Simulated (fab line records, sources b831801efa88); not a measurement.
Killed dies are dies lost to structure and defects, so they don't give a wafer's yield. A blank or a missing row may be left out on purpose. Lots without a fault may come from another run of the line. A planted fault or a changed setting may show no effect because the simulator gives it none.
Problem report in the 8D (eight disciplines) form, filled by code | flow gf180mcu | the parts of the form that need people (team, actions taken, sign-off) are left out

1. THE PROBLEM
PSD_RS at GF_PSD_RS_MEAS_15 reads a mean of 111.67 ohm/sq on 6 wafers of 2 lots; wafers without a fault read 108.68 ohm/sq with a standard deviation of 0.26. That is +11 standard deviations from the usual mean.
The step: measures by four-point-probe.
First seen on wafer L993.1, day 16 17:13, on film_metro-02. The record holds 36 wafers of 12 lots with a number at this step. Rule for "out", or "out of limits": more than 4 standard deviations from the usual mean. The other wafers with a number count as sound.

2. WHAT IT IS AND WHAT IT IS NOT
question                    | is                           | is not
which readings at this step | PSD_RS                       | -
which lots                  | L993, L997                   | L100, L101, L102, L104, L106, L107, L108, L109, L987, L988
which wafers of those lots  | all that have a number       | -
read on which gauges        | film_metro-02, film_metro-03 | film_metro-01
when                        | from day 16 17:13            | up to then (6 sound wafers); but 24 sound wafers of L100, L101, L102, L104, L106, L107, L108, L109 came after

3. SUSPECTS, AND WHAT RULES EACH OUT
Counting: a tool at a process step up to the reading stays a suspect if it ran every lot that is out and no sound lot after the first of them.
- the gauge at GF_PSD_RS_MEAS_15: ruled out. The wafers that are out were read on 2 gauges (film_metro-02, film_metro-03).
- implanter-01 at GF_PSD_IMPLANT_09: ruled out as a lasting fault. Sound lots L106, L107, L108, L109 ran on it after its first lot that is out, L993 (day 16 16:40).
Left after counting: nothing in the record.

4. THE CAUSE (what the simulator had put in)
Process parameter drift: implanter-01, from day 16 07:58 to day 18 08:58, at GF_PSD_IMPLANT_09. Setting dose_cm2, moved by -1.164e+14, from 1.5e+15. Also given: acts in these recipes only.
Counting ruled it out, wrongly: the rule takes a fault to strike every lot that its tool runs from its start on, and this one did not.

5. THE CHAIN OF EFFECTS, in route order
Each row: a reading whose mean over the struck wafers that have a number lies more than 3 standard deviations from the usual. Only readings for which the record gives a usual standard deviation are gone through. hours: the time from each lot's start at the first step in this table that gives one to its start at this step, as a median over the lots. sigmas: the change in usual standard deviations.
hours | step              | reading                  | usual         | on struck wafers | change      | sigmas
0     | GF_PSD_IMPLANT_09 | dose_ions_cm2            | 1.4998e+15    | 1.3832e+15       | -1.1660e+14 | -78
0     | GF_PSD_STRIP_10   | strip_time_to_endpoint_s | 16.53 s       | 16.25            | -0.28       | -8.4
1     | GF_PSD_RS_MEAS_15 | PSD_RS                   | 108.68 ohm/sq | 111.67           | +2.99       | +11
The process steps in it:
- GF_PSD_IMPLANT_09
- GF_PSD_STRIP_10: strips in O2/N2.
Later measuring or inspecting steps at which every struck wafer that the step has a row for has a number for every such reading, and none has moved that far: GF_CONTACT_CD_MEAS_14.

6. WHAT WOULD HAVE CAUGHT IT SOONER
In this record the first reading out of limits at a measuring or inspecting step was taken at day 16 17:13, 9 hours after the fault began at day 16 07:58.
The tool's own readings at GF_PSD_IMPLANT_09 were out on every struck wafer that the step has a row for (dose_ions_cm2): an alarm limit on them would have fired on the first of those.
